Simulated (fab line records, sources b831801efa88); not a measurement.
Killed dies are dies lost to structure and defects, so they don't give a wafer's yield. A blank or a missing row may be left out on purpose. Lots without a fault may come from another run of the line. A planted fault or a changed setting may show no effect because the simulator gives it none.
A struck lot beside a sound one | flow sky130 | 14 steps out of a route of 708
Sound: wafers L545.1, L545.2, L545.6. Struck: wafers L556.1, L556.4, L556.6. The cause comes at the end.
At each step with rows: each side's tool, then ch and its chambers, then its first start. Under that, the readings that differ: sound wafers | struck wafers | difference of the means | sigmas: that difference in standard deviations of wafers without a fault.
alike: readings whose means differ by less than 2 such deviations, and words and numbers that are the same on both sides. not compared: withheld readings, readings that some wafer has no value for, bounds like >300 that may hide the same value, and numbers for which the record gives no deviation and whose values overlap.
The two part at a step that has a row with sigmas, a row that says differs or no value, or rows on one side only. Numbers that don't overlap but have no deviation are shown without sigmas and don't part them. A reading that every wafer of one side lacks parts them only if that side has two wafers or more.

first, 4 steps without rows for these wafers: SKY_LI_CONTACT_SOFTBAKE_08 (time 90 s); SKY_LI_CONTACT_EXPOSE_09 (exposes mask LICM1, target cd 170 nm); SKY_LI_CONTACT_PEB_10; SKY_LI_CONTACT_DEVELOP_11 (develop time 60 s).
SKY_LI_CONTACT_CD_MEAS_12: target cd 170 nm.
  sound on cd_sem-02, day 30 22:08; struck on cd_sem-02, day 34 20:21
  alike: cd_nm
SKY_LI_CONTACT_OVL_MEAS_13:
  sound on overlay-01, day 30 22:16; struck on overlay-01, day 34 20:28
  alike: LI_CONTACT_OVL
SKY_LI_CONTACT_ETCH_14: etches BARC in N2/H2, stops on SiO2, time 45.9 s, target depth 60 nm.
  sound on rie_diel-04 ch 1,2, day 30 22:17; struck on rie_diel-01 ch 0,1, day 34 20:31
  alike: drypump_motor_current_A, oes_product_au, throttle_valve_pct
  not compared: rf_hours_counter_h
SKY_LI_CONTACT_ETCH_15: etches PSG in C4F8/O2/Ar, stops on Si, target depth 600 nm.
  sound on rie_diel-04 ch 1,2, day 30 22:20; struck on rie_diel-01 ch 0,1, day 34 20:33
  alike: oes_product_au
SKY_LI_CONTACT_STRIP_16: strips in O2/N2.
  sound on plasma_asher-03 ch 0,1, day 30 22:25; struck on plasma_asher-01 ch 0,1, day 34 20:38
  reading                      | sound             | struck            | difference | sigmas
  strip_time_to_endpoint_s (s) | 3.429 3.447 3.400 | 3.485 3.536 3.502 | +0.082     | +3
  alike: drypump_motor_current_A, oes_product_au
  not compared: rf_hours_counter_h
then, 2 steps without rows for these wafers: SKY_LI_CONTACT_CLEAN_17 (cleans in NMP, time 600 s); SKY_LI_CONTACT_PRE_CLEAN_18 (time 5.6 s).
SKY_LI_CONTACT_SPUTTER_19: material Ti, target thk 20 nm, time 106.37 s.
  sound on pvd_sputter-03, day 30 22:46; struck on pvd_sputter-03, day 34 20:56
  alike: chamber_pressure_pa, throttle_valve_pct
SKY_LI_CONTACT_SPUTTER_20: material TiN, target thk 20 nm, time 80 s.
  sound on pvd_sputter-03, day 30 22:51; struck on pvd_sputter-03, day 34 21:01
  reading                                        | sound             | struck            | difference | sigmas
  chamber_pressure_pa (Pa)                       | 4.997 4.999 4.984 | 3.866 3.903 3.887 | -1.108     | -99 or more
  throttle_valve_pct (%)                         | 30.3 30.2 30.1    | 34.4 32.5 32.4    | +2.9       | +4
  model.TiN_of_LI_CONTACT_SPUTTER_20.thk_nm (nm) | 20.17 20.07 20.28 | 25 25.15 24.98    | +5         |
SKY_LI_CONTACT_CVD_21: deposits W, target thk 400 nm, time 120.56 s.
  sound on cvd_w-01 ch 1, day 30 22:55; struck on cvd_w-01 ch 1, day 34 21:04
  alike: heater_power_w

WHERE THEY PART
First at SKY_LI_CONTACT_STRIP_16; last, within this record, at SKY_LI_CONTACT_SPUTTER_20. Later steps at which nothing parts them and some readings are alike: SKY_LI_CONTACT_CVD_21.

WHY: what the simulator had put in
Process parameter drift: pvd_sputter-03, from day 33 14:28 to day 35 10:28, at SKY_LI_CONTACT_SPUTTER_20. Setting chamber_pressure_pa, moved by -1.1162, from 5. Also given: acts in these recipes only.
